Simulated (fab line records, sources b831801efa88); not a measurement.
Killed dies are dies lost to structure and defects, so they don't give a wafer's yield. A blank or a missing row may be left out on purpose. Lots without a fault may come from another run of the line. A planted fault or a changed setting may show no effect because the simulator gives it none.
One fault seen from 2 desks | flow gf180mcu | each desk has only its own numbers; what lay behind them comes last

THE TOOL OWNER'S DESK: pvd_sputter-03
The tool's own readings at GF_M3_SPUTTER_04 (material TiN, target thk 50 nm, time 41.7 s): means of the sampled wafers that have a number, for each lot that ran on this tool. A lot is out of limits, marked OUT, if its mean lies more than 4 standard deviations from the usual mean; the brackets give that distance.
Columns: A = throttle_valve_pct at GF_M3_SPUTTER_04, usual 30.1 %
lot  | first seen here | A
L977 | day 20 15:55    | 28.9
L976 | day 20 19:45    | 29.4
L980 | day 21 15:30    | 28.9
L989 | day 25 05:26    | 28.2
L990 | day 25 10:23    | 29.2
L998 | day 28 07:05    | 28.9
L999 | day 28 12:17    | 29.5
This desk's finding: nothing out of limits on any of the 7 lots.

THE METROLOGY DESK
What the gauges read, lot by lot, whatever tool the lot ran on: means of the sampled wafers that have a number. A lot is out of limits, marked OUT, if its mean lies more than 4 standard deviations from the usual mean; the brackets give that distance.
Columns: A = M2_ALCU_RS at GF_M2_RS_MEAS_05, usual 0.0696 ohm/sq; B = M3_ALCU_THK at GF_M3_THK_MEAS_06, usual 455 nm
lot  | first seen here | A      | B
L977 | day 18 14:17    | 0.0705 | 459
L976 | day 18 18:07    | 0.0696 | 454
L978 | day 19 02:15    | 0.0693 | 456
L979 | day 19 10:25    | 0.0692 | 453
L980 | day 19 13:19    | 0.0703 | 449
L989 | day 23 05:35    | 0.0700 | 467
L990 | day 23 11:11    | 0.0707 | 463
L995 | day 25 11:09    | 0.0691 | 455
L997 | day 25 22:13    | 0.0699 | 452
L998 | day 26 10:43    | 0.0694 | 454
L999 | day 26 17:35    | 0.0692 | 458
This desk's finding: nothing out of limits on any of the 11 lots.

PUT TOGETHER
The tool owner's desk saw nothing out of limits.
The metrology desk saw nothing out of limits.

WHAT THE SIMULATOR HAD PUT IN
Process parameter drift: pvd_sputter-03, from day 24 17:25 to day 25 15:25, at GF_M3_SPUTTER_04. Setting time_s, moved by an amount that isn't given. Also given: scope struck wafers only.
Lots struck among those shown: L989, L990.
